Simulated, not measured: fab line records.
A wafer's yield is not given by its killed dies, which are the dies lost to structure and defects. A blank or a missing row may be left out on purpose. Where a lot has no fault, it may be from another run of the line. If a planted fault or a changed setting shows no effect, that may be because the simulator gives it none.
Chamber matching :: flow gf180mcu :: GF_STI_ETCH_13 on rie-diel-04 has 4 sister chambers
The step etches the open film in CHF3/O2, stops on Si, target depth 282.31 nm, time 112.9 s. 4 wafers are shown with their chamber, then 11 later ones without.

== WAFERS PAIRED WITH THEIR CHAMBERS ==
wafer: L084.1
chamber: 1
drypump-motor-current-A (A): 5.2

wafer: L085.2
chamber: 2
drypump-motor-current-A (A): 6.1

wafer: L085.4
chamber: 3
drypump-motor-current-A (A): 6.3

wafer: L089.1
chamber: 0
drypump-motor-current-A (A): 5.3

== WAFERS WHOSE CHAMBER IS MISSING ==
wafer: L089.4
drypump-motor-current-A (A): 6.1

wafer: L089.6
drypump-motor-current-A (A): 6.2

wafer: L091.1
drypump-motor-current-A (A): 5.3

wafer: L091.4
drypump-motor-current-A (A): 5.2

wafer: L091.5
drypump-motor-current-A (A): 5.4

wafer: L092.3
drypump-motor-current-A (A): 5.4

wafer: L092.4
drypump-motor-current-A (A): 6.1

wafer: L092.5
drypump-motor-current-A (A): 5.2

wafer: L096.1
drypump-motor-current-A (A): 6.3

wafer: L096.4
drypump-motor-current-A (A): 6.0

wafer: L096.6
drypump-motor-current-A (A): 6.3

== EACH ONE'S CHAMBER ==
wafer: L089.4
from the rows above: 2
in truth: 2

wafer: L089.6
from the rows above: can't be placed: 3 or 2
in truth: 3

wafer: L091.1
from the rows above: can't be placed: 0 or 1
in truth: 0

wafer: L091.4
from the rows above: can't be placed: 1 or 0
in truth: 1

wafer: L091.5
from the rows above: can't be placed: 0 or 1
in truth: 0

wafer: L092.3
from the rows above: can't be placed: 0 or 1
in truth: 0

wafer: L092.4
from the rows above: 2
in truth: 2

wafer: L092.5
from the rows above: can't be placed: 1 or 0
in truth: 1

wafer: L096.1
from the rows above: 3
in truth: 3

wafer: L096.4
from the rows above: 2
in truth: 2

wafer: L096.6
from the rows above: 3
in truth: 3
Correctly placed: 5 of 11. Cannot be placed on the basis of these rows: 6; the candidates contain the true chamber in 6. Wrongly placed: 0.
How it was worked out, from the rows above alone: a wafer's distance from a chamber is the root of the sum, over the readings, of the square of ((its reading less the chamber's mean) divided by the reading's scatter). If the next closest chamber is less than 2 further off than the closest, the wafer can't be placed; otherwise it belongs to the closest. Each chamber's mean is taken over the wafers shown for it. The scatter: with one shown wafer a chamber, the root of the mean of the squares of how far each hidden wafer lies from its nearest shown one.
